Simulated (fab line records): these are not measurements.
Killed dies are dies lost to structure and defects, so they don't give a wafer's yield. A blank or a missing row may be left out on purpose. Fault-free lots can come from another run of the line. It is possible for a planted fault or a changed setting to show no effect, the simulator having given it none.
Lot-split experiment :: flow sky130 :: route with 708 steps; 5 lots, 23 wafers read

## THE SPLIT
At SKY_POLY_CUT_ETCH_10 (etches BARC in N2/H2, stops on SiO2, time 45.9 s, target depth 60 nm), the setting time-s was moved away from the recipe's 45.9 s on 11 of the 23 wafers read, by -13.8% to +10.0%. This setting was run at the recipe's value on the other wafers.

The reading comes from the split's own step.

## THE READING
KrF-thick_of_POLY_CUT_COAT_03.thk-nm (the simulator's own value, which no gauge read), in nm, at SKY_POLY_CUT_ETCH_10 (etches BARC in N2/H2, stops on SiO2, time 45.9 s, target depth 60 nm). There is no usual value for it anywhere in the file. Across the 12 wafers here that went through the recipe, the average is 407.9 nm and the standard deviation 1.2 nm.

wafer: L076.1
tool, chamber at the split: rie-diel-02, 2
time-s as run, s: 45.9
against the recipe: recipe
KrF-thick_of_POLY_CUT_COAT_03.thk-nm, nm: 406.2
against lot-mates on the recipe: -

wafer: L076.2
tool, chamber at the split: rie-diel-02, 3
time-s as run, s: 39.58
against the recipe: -13.8%
KrF-thick_of_POLY_CUT_COAT_03.thk-nm, nm: 409.9
against lot-mates on the recipe: +3.9

wafer: L076.3
tool, chamber at the split: rie-diel-02, 1
time-s as run, s: 39.58
against the recipe: -13.8%
KrF-thick_of_POLY_CUT_COAT_03.thk-nm, nm: 410.9
against lot-mates on the recipe: +4.9

wafer: L076.5
tool, chamber at the split: rie-diel-02, 1
time-s as run, s: 45.9
against the recipe: recipe
KrF-thick_of_POLY_CUT_COAT_03.thk-nm, nm: 405.7
against lot-mates on the recipe: -

wafer: L076.6
tool, chamber at the split: rie-diel-02, 3
time-s as run, s: 39.58
against the recipe: -13.8%
KrF-thick_of_POLY_CUT_COAT_03.thk-nm, nm: 409.8
against lot-mates on the recipe: +3.9

wafer: L078.1
tool, chamber at the split: rie-diel-04, 1
time-s as run, s: 45.9
against the recipe: recipe
KrF-thick_of_POLY_CUT_COAT_03.thk-nm, nm: 409.9
against lot-mates on the recipe: -

wafer: L078.3
tool, chamber at the split: rie-diel-04, 2
time-s as run, s: 45.9
against the recipe: recipe
KrF-thick_of_POLY_CUT_COAT_03.thk-nm, nm: 408.7
against lot-mates on the recipe: -

wafer: L078.4
tool, chamber at the split: rie-diel-04, 2
time-s as run, s: 50.47
against the recipe: +10.0%
KrF-thick_of_POLY_CUT_COAT_03.thk-nm, nm: 405.9
against lot-mates on the recipe: -3.1

wafer: L078.5
tool, chamber at the split: rie-diel-04, 1
time-s as run, s: 50.47
against the recipe: +10.0%
KrF-thick_of_POLY_CUT_COAT_03.thk-nm, nm: 406.7
against lot-mates on the recipe: -2.3

wafer: L078.6
tool, chamber at the split: rie-diel-04, 0
time-s as run, s: 45.9
against the recipe: recipe
KrF-thick_of_POLY_CUT_COAT_03.thk-nm, nm: 408.3
against lot-mates on the recipe: -

wafer: L083.1
tool, chamber at the split: rie-diel-04, 0
time-s as run, s: 40.13
against the recipe: -12.6%
KrF-thick_of_POLY_CUT_COAT_03.thk-nm, nm: 410.4
against lot-mates on the recipe: +2.6

wafer: L083.2
tool, chamber at the split: rie-diel-04, 2
time-s as run, s: 40.13
against the recipe: -12.6%
KrF-thick_of_POLY_CUT_COAT_03.thk-nm, nm: 412.2
against lot-mates on the recipe: +4.4

wafer: L083.3
tool, chamber at the split: rie-diel-04, 1
time-s as run, s: 45.9
against the recipe: recipe
KrF-thick_of_POLY_CUT_COAT_03.thk-nm, nm: 407.6
against lot-mates on the recipe: -

wafer: L083.4
tool, chamber at the split: rie-diel-04, 1
time-s as run, s: 40.13
against the recipe: -12.6%
KrF-thick_of_POLY_CUT_COAT_03.thk-nm, nm: 411.7
against lot-mates on the recipe: +3.9

wafer: L083.5
tool, chamber at the split: rie-diel-04, 0
time-s as run, s: 45.9
against the recipe: recipe
KrF-thick_of_POLY_CUT_COAT_03.thk-nm, nm: 408
against lot-mates on the recipe: -

wafer: L081.4
tool, chamber at the split: rie-diel-01, 1
time-s as run, s: 45.9
against the recipe: recipe
KrF-thick_of_POLY_CUT_COAT_03.thk-nm, nm: 407.9
against lot-mates on the recipe: -

wafer: L081.5
tool, chamber at the split: rie-diel-01, 1
time-s as run, s: 45.9
against the recipe: recipe
KrF-thick_of_POLY_CUT_COAT_03.thk-nm, nm: 409
against lot-mates on the recipe: -

wafer: L081.6
tool, chamber at the split: rie-diel-01, 0
time-s as run, s: 45.9
against the recipe: recipe
KrF-thick_of_POLY_CUT_COAT_03.thk-nm, nm: 408.9
against lot-mates on the recipe: -

wafer: L084.1
tool, chamber at the split: rie-diel-01, 1
time-s as run, s: 41.8
against the recipe: -8.9%
KrF-thick_of_POLY_CUT_COAT_03.thk-nm, nm: 408.3
against lot-mates on the recipe: +0.9

wafer: L084.2
tool, chamber at the split: rie-diel-01, 0
time-s as run, s: 45.9
against the recipe: recipe
KrF-thick_of_POLY_CUT_COAT_03.thk-nm, nm: 406.6
against lot-mates on the recipe: -

wafer: L084.3
tool, chamber at the split: rie-diel-01, 3
time-s as run, s: 41.8
against the recipe: -8.9%
KrF-thick_of_POLY_CUT_COAT_03.thk-nm, nm: 409.4
against lot-mates on the recipe: +2.0

wafer: L084.4
tool, chamber at the split: rie-diel-01, 2
time-s as run, s: 41.8
against the recipe: -8.9%
KrF-thick_of_POLY_CUT_COAT_03.thk-nm, nm: 411.6
against lot-mates on the recipe: +4.2

wafer: L084.5
tool, chamber at the split: rie-diel-01, 2
time-s as run, s: 45.9
against the recipe: recipe
KrF-thick_of_POLY_CUT_COAT_03.thk-nm, nm: 408.1
against lot-mates on the recipe: -

THE FIT
A straight line over all 23 wafers: KrF-thick_of_POLY_CUT_COAT_03.thk-nm changes by -0.203 nm for each +1% of time-s; r = -0.79; the points scatter about the line by 1.2 nm.
The same after taking each lot's own level away (the mean of its wafers on the recipe; 23 wafers): -0.289 nm for each +1%; r = -0.94; scatter 0.76 nm.
Per that fit: largest time-s move, reading shift of 4 nm.
The span of the lots' own levels, 405.95 to 408.97 nm, comes to 2.6 times the standard deviation stated above.
So the lot-to-lot level blurs the effect unless lot-mates are compared.
Check: for one of the wafers moved furthest among these (-13.8%), held out of the fit, the line's prediction against its lot-mates is +4.02 nm. Against them it came out at +3.95 nm.
Tool readings at the split's step, against how far the setting was moved: oes-product-au r = -0.96.

## THE OTHER SPLITS THESE WAFERS WENT THROUGH
These wafers also went through other splits before the reading. Each is held against what the fit with the lots' levels taken away leaves over:
other split on the same wafers: SKY_GATE_OXIDE_DEVELOP_09 develop-time-s
wafers away from the commonest value: 8
r with KrF-thick_of_POLY_CUT_COAT_03.thk-nm (lot level and that fit taken away): -0.23

other split on the same wafers: SKY_POLY_GATE_COAT_07 spin-rpm
wafers away from the commonest value: 7
r with KrF-thick_of_POLY_CUT_COAT_03.thk-nm (lot level and that fit taken away): +0.07

other split on the same wafers: SKY_POLY_GATE_EXPOSE_10 dose-mj
wafers away from the commonest value: 9
r with KrF-thick_of_POLY_CUT_COAT_03.thk-nm (lot level and that fit taken away): +0.00

other split on the same wafers: SKY_POLY_GATE_ETCH_17 time-s
wafers away from the commonest value: 6
r with KrF-thick_of_POLY_CUT_COAT_03.thk-nm (lot level and that fit taken away): -0.11

other split on the same wafers: SKY_LDD_P_DEVELOP_06 dev-temp-c
wafers away from the commonest value: 10
r with KrF-thick_of_POLY_CUT_COAT_03.thk-nm (lot level and that fit taken away): +0.18

other split on the same wafers: SKY_LDD_P_IMPLANT_09 energy-kev
wafers away from the commonest value: 9
r with KrF-thick_of_POLY_CUT_COAT_03.thk-nm (lot level and that fit taken away): -0.08

other split on the same wafers: SKY_LDD_HVP_IMPLANT_08 dose-cm2
wafers away from the commonest value: 11
r with KrF-thick_of_POLY_CUT_COAT_03.thk-nm (lot level and that fit taken away): -0.12

## THE WHOLE CHAIN: every reading that the file lists as answering this split, in the file's order
step: SKY_POLY_CUT_ETCH_10
what it does: etches BARC in N2/H2, stops on SiO2, time 45.9 s, target depth 60 nm
reading: oes-product-au
change (the file's fit): not straight: 0.930 at the lowest setting, 0.855 at the recipe, 0.837 at the highest
r (the file's): not given

step: SKY_POLY_CUT_ETCH_10
what it does: etches BARC in N2/H2, stops on SiO2, time 45.9 s, target depth 60 nm
reading: KrF-thick_of_POLY_CUT_COAT_03.thk-nm (the simulator's own value, which no gauge read)
change (the file's fit): -0.288 nm for each +1% of the setting
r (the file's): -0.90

## FILE'S OWN FIT
KrF-thick_of_POLY_CUT_COAT_03.thk-nm changes by -0.288 nm for each +1% of time-s, r = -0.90.
